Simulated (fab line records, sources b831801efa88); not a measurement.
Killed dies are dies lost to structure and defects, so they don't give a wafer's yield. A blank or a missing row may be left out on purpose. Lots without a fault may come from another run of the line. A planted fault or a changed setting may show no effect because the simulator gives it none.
Chamber matching | flow sky130 | SKY_PAD_OPEN_ETCH_07 on rie_diel-01: 4 sister chambers
The step etches the open film in CF4/O2, stops on AlCu, target depth 725 nm, time 161.1 s. 20 wafers are shown with their chamber, then 10 later ones without.

WAFERS WITH THEIR CHAMBER
wafer  | chamber | drypump_motor_current_A (A) | oes_product_au (a.u.) | throttle_valve_pct (%)
L077.2 | 1       | 5.5                         | 0.975                 | 5.972
L077.3 | 3       | 6.0                         | 0.969                 | 5.957
L077.6 | 3       | 6.0                         | 0.986                 | 5.993
L081.3 | 3       | 6.0                         | 0.964                 | 5.987
L081.5 | 2       | 5.7                         | 0.982                 | 5.969
L081.6 | 1       | 5.4                         | 0.978                 | 5.968
L082.1 | 3       | 6.0                         | 0.974                 | 5.972
L082.4 | 2       | 5.7                         | 0.982                 | 5.954
L082.5 | 2       | 5.7                         | 0.983                 | 5.972
L084.1 | 1       | 5.4                         | 0.974                 | 5.967
L084.2 | 0       | 6.1                         | 0.976                 | 5.984
L084.5 | 2       | 5.7                         | 0.993                 | 5.969
L086.2 | 1       | 5.4                         | 0.966                 | 5.961
L086.5 | 2       | 5.7                         | 0.976                 | 5.979
L086.6 | 3       | 6.0                         | 0.977                 | 5.979
L089.4 | 2       | 5.7                         | 0.976                 | 5.967
L089.5 | 1       | 5.4                         | 0.974                 | 5.957
L089.6 | 0       | 6.1                         | 0.983                 | 5.968
L090.1 | 1       | 5.4                         | 0.976                 | 5.963
L090.3 | 0       | 6.1                         | 0.985                 | 5.954

SIGNATURES (means of the wafers above)
reading                 | chamber 0 | chamber 1 | chamber 2 | chamber 3 | scatter within a chamber
drypump_motor_current_A | 6.100     | 5.417     | 5.700     | 6.000     | 0.0228
oes_product_au          | 0.98133   | 0.97383   | 0.98200   | 0.97400   | 0.00613
throttle_valve_pct      | 5.96867   | 5.96467   | 5.96833   | 5.97760   | 0.0104
Rule: a wafer's distance from a chamber is the root of the sum, over the readings, of the square of ((its reading less the chamber's mean) divided by the reading's scatter). The wafer belongs to the nearest chamber; if the next one is less than 2 further off, it can't be placed. The scatter: the root of (the sum of the squares of (reading less its chamber's mean) over the shown wafers, divided by (wafers less chambers)).

WAFERS WITHOUT THEIR CHAMBER
wafer  | drypump_motor_current_A (A) | oes_product_au (a.u.) | throttle_valve_pct (%)
L090.4 | 6.0                         | 0.982                 | 5.960
L094.2 | 5.4                         | 0.973                 | 5.952
L094.4 | 6.0                         | 0.987                 | 5.961
L094.6 | 6.0                         | 0.977                 | 5.966
L096.2 | 6.0                         | 0.977                 | 5.970
L096.4 | 5.4                         | 0.982                 | 5.970
L096.5 | 6.1                         | 0.987                 | 5.963
L097.1 | 6.1                         | 0.989                 | 5.968
L097.3 | 5.4                         | 0.974                 | 5.977
L097.4 | 6.0                         | 0.993                 | 5.957

WHICH CHAMBER EACH WENT THROUGH
wafer  | from the rows above     | in truth
L090.4 | 3                       | 3
L094.2 | 1                       | 1
L094.4 | can't be placed: 3 or 0 | 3
L094.6 | 3                       | 3
L096.2 | 3                       | 3
L096.4 | 1                       | 1
L096.5 | 0                       | 0
L097.1 | 0                       | 0
L097.3 | 1                       | 1
L097.4 | can't be placed: 3 or 0 | 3
Placed correctly: 8 of 10. Can't be placed from these rows: 2 (the true chamber is among the candidates in 2). Placed wrongly: 0.
